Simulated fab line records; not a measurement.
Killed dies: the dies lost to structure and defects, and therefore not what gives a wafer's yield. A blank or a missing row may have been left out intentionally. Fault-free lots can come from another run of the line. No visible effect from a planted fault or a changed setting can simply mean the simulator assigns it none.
Struck lot and sound lot, side by side + flow gf180mcu + 19 out of 602 route steps
Sound: these wafers, L415.1, L415.3, L415.5. Struck: wafers L411.5, L411.6. Last of all comes the cause.
At each step with rows: each side's tool, then ch and its chambers, then its first start. Under that, the readings that differ: sound wafers + struck wafers + difference of the means + sigmas: that difference in standard deviations of wafers without a fault.
alike: words and numbers the same on both sides, and readings whose means are apart by under 2 such deviations; not compared: readings that were withheld, readings missing a value for some wafer, numbers with overlapping values and no deviation given by the record, and bounds like >300 which may hide the same value.
The two part at a step that has a row with sigmas, a row that says differs or no value, or rows on one side only. Numbers that don't overlap but have no deviation are shown without sigmas and don't part them. A reading that every wafer of one side lacks parts them only if that side has two wafers or more.

GF_SALICIDE_RTA_06: time 30 s.
  sound on rtp_anneal-02 ch 0, day 22 23:52; struck on rtp_anneal-02 ch 0, day 21 19:52
  alike: lamp_power_pct, wafer_temp_C_max
then, 1 step without rows for these wafers: GF_SALICIDE_WET_ETCH_07 (etches the open film in SPM, target depth 120 nm).
GF_SALICIDE_RTA_08: time 30 s.
  sound on rtp_anneal-01 ch 0, day 23 00:10; struck on rtp_anneal-01 ch 0, day 21 20:04
  alike: lamp_power_pct, wafer_temp_C_max
then, 1 step without rows for these wafers: GF_CONTACT_CVD_00 (deposits SiO2, target thk 300 nm, time 50 s).
GF_CONTACT_THK_MEAS_01:
  struck on film_metro-02, day 21 20:11; sound on film_metro-02, day 23 00:18
  alike: CONTACT_CVD_00_THK
GF_CONTACT_CVD_02: deposits SiO2 from TEOS, target thk 860 nm, time 95.992 s.
  sound on pecvd-03 ch 1,2, day 23 00:22; struck on pecvd-03 ch 0,1, day 21 20:14
  alike: heater_power_outer_w, heater_power_w, susceptor_temp_C
GF_CONTACT_THK_MEAS_03:
  struck on film_metro-01, day 21 20:19; sound on film_metro-01, day 23 00:26
  alike: CONTACT_CVD_02_THK
GF_CONTACT_CMP_04: polishes SiO2.
  sound on cmp-02 ch 0,1,2, day 23 00:29; struck on cmp-01 ch 0,3, day 21 20:32
  alike: head_pressure_psi, motor_current_A, time_to_endpoint_s
GF_CONTACT_BOW_MEAS_05:
  struck on film_metro-02, day 21 20:43; sound on film_metro-04, day 23 00:47
  alike: CONTACT_BOW
then, 3 steps without rows for these wafers: GF_CONTACT_DEHYDRATE_06 (time 60 s); GF_CONTACT_HMDS_07 (prime time 60 s); GF_CONTACT_COAT_08.
GF_CONTACT_COAT_09: resist thk 1000 nm.
  sound on litho_track-02 ch 0, day 23 11:00; struck on litho_track-03 ch 0, day 22 08:00
| reading                                  | sound            | struck      | difference | sigmas |
|------------------------------------------|------------------|-------------|------------|--------|
| model.KrF_of_CONTACT_COAT_09.thk_nm (nm) | 1000 997.1 996.6 | 982.4 983.2 | -15.1      |        |
  alike: dispense_pressure_kPa, exhaust_pa
then, 3 steps without rows for these wafers: GF_CONTACT_SOFTBAKE_10 (time 60 s); GF_CONTACT_EXPOSE_11 (exposes mask Contact, target cd 220 nm); GF_CONTACT_PEB_12 (peb time 90 s).
GF_CONTACT_DEVELOP_13: develop time 60 s.
  sound on litho_track-02 ch 0, day 23 23:02; struck on litho_track-02 ch 0, day 22 20:18
| reading                                  | sound             | struck      | difference | sigmas |
|------------------------------------------|-------------------|-------------|------------|--------|
| model.KrF_of_CONTACT_COAT_09.thk_nm (nm) | 985.4 982.1 981.6 | 967.5 968.3 | -15.1      |        |
  alike: exhaust_pa
GF_CONTACT_CD_MEAS_14 targets a cd of 220 nm.
  struck on cd_sem-02, day 22 20:26; sound on cd_sem-02, day 23 23:11
  alike: cd_nm
next, for these wafers, 1 step has no rows: GF_PASSIVATION_PROBE_99.

== WHERE THEY PART ==
Nowhere in this record.

WHY: the cause the simulator had injected
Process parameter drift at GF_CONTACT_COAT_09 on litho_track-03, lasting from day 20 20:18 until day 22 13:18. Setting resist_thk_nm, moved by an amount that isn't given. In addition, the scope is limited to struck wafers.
